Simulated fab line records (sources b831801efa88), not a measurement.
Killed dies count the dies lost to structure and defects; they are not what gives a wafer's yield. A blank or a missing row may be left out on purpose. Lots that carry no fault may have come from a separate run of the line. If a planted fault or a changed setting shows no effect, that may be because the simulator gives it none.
Tool commonality check | flow gf180mcu | 14 lots, 48 wafers sampled

WHY THIS WAS OPENED
Of 14 lots, 2 have the reading NWELL_TW flagged at GF_NWELL_TW_MEAS_11. Fault-free wafers read 1562, with a standard deviation of 11.
Rule: flag the lot when none of its wafers has a number, or when each of its wafers that has one lies beyond 4 standard deviations from that mean. As for the other lots, they are considered sound.

lot  | measured    | on            | NWELL_TW, wafer by wafer      | flag
L454 | day 3 07:37 | film_metro-02 | 1568 1564 1562                |
L456 | day 3 19:24 | film_metro-03 | 1548 1555 1553                |
L457 | day 4 00:30 | film_metro-03 | 1550 1546 1541                |
L461 | day 4 20:47 | film_metro-03 | 1556 1559 1554                |
L465 | day 5 19:53 | film_metro-03 | 1473 1489 1481 1480 1481 1480 | FLAGGED
L466 | day 6 00:09 | film_metro-01 | 1498 1501 1494 1502 1497 1499 | FLAGGED
L467 | day 6 08:06 | film_metro-01 | 1568 1571 1576                |
L468 | day 6 12:10 | film_metro-01 | 1563 1561 1564                |
L469 | day 6 19:50 | film_metro-01 | 1563 1571 1574                |
L470 | day 7 03:03 | film_metro-03 | 1537 1533 1537                |
L472 | day 7 09:38 | film_metro-01 | 1583 1559 1568                |
L473 | day 7 14:48 | film_metro-02 | 1574 1580 1563                |
L474 | day 7 23:36 | film_metro-02 | 1580 1581 1585                |
L476 | day 8 08:06 | film_metro-01 | 1564 1566 1574                |
On average the flagged lots' numbers are 1490, which is -72 against the usual, or -7 standard deviations.

LOT BY LOT: THE TOOL USED
2 process steps preceding the reading are held in the record, out of 602 steps in the route. Every cell lists first the tool, next ch and the chambers used by the sampled wafers, and last the start.
lot  | flag    | GF_STI_ETCH_14                  | GF_NWELL_IMPLANT_09
L454 |         | rie_si-01 ch 0,2,3, day 2 02:03 | implanter-01 ch 0, day 3 07:23
L456 |         | rie_si-02 ch 0,2, day 2 13:25   | implanter-01 ch 0, day 3 19:10
L457 |         | rie_si-02 ch 1,2,3, day 2 17:04 | implanter-01 ch 0, day 4 00:15
L461 |         | rie_si-01 ch 0,3, day 3 12:54   | implanter-03 ch 0, day 4 20:32
L465 | FLAGGED | rie_si-02 ch 1,2,3, day 4 10:05 | implanter-01, day 5 19:38
L466 | FLAGGED | rie_si-01 ch 1,3, day 4 14:41   | implanter-02, day 5 23:55
L467 |         | rie_si-01 ch 0,1,3, day 4 21:30 | implanter-03 ch 0, day 6 07:52
L468 |         | rie_si-01 ch 0,2,3, day 5 02:44 | implanter-01 ch 0, day 6 11:56
L469 |         | rie_si-02 ch 0,1,3, day 5 06:35 | implanter-02 ch 0, day 6 19:35
L470 |         | rie_si-02 ch 1,2,3, day 5 12:10 | implanter-02 ch 0, day 7 02:49
L472 |         | rie_si-01 ch 0,3, day 5 22:17   | implanter-02 ch 0, day 7 09:23
L473 |         | rie_si-01 ch 0,2, day 6 03:00   | implanter-03 ch 0, day 7 14:34
L474 |         | rie_si-01 ch 1,2,3, day 6 10:15 | implanter-01 ch 0, day 7 23:21
L476 |         | rie_si-02 ch 0,1,2, day 6 18:29 | implanter-03 ch 0, day 8 07:52
What the steps here do:
- GF_STI_ETCH_14: etches Si in HBr/Cl2/O2, target depth 360 nm, time 102.9 s.
- GF_NWELL_IMPLANT_09
- GF_NWELL_TW_MEAS_11

FLAGGED AGAINST TOTAL, ONE TOOL AT A TIME (gauges that did the reading follow at the end)
step                | tool          | lots run | flagged | share of the flagged lots | sound lots run after its first flagged lot
GF_STI_ETCH_14      | rie_si-01     | 8        | 1       | some                      | 5 (L467,L468,L472,L473,L474)
GF_STI_ETCH_14      | rie_si-02     | 6        | 1       | some                      | 3 (L469,L470,L476)
GF_NWELL_IMPLANT_09 | implanter-01  | 6        | 1       | some                      | 2 (L468,L474)
GF_NWELL_IMPLANT_09 | implanter-02  | 4        | 1       | some                      | 3 (L469,L470,L472)
GF_NWELL_IMPLANT_09 | implanter-03  | 4        | 0       | none                      | -
GF_NWELL_TW_MEAS_11 | film_metro-01 | 6        | 1       | some                      | 5 (L467,L468,L469,L472,L476)
GF_NWELL_TW_MEAS_11 | film_metro-02 | 3        | 0       | none                      | -
GF_NWELL_TW_MEAS_11 | film_metro-03 | 5        | 1       | some                      | 1 (L470)

WHAT IS ALLOWED BY THE TABLE
No row of the table ran every flagged lot.

WHAT THE SIMULATOR HAD PUT IN
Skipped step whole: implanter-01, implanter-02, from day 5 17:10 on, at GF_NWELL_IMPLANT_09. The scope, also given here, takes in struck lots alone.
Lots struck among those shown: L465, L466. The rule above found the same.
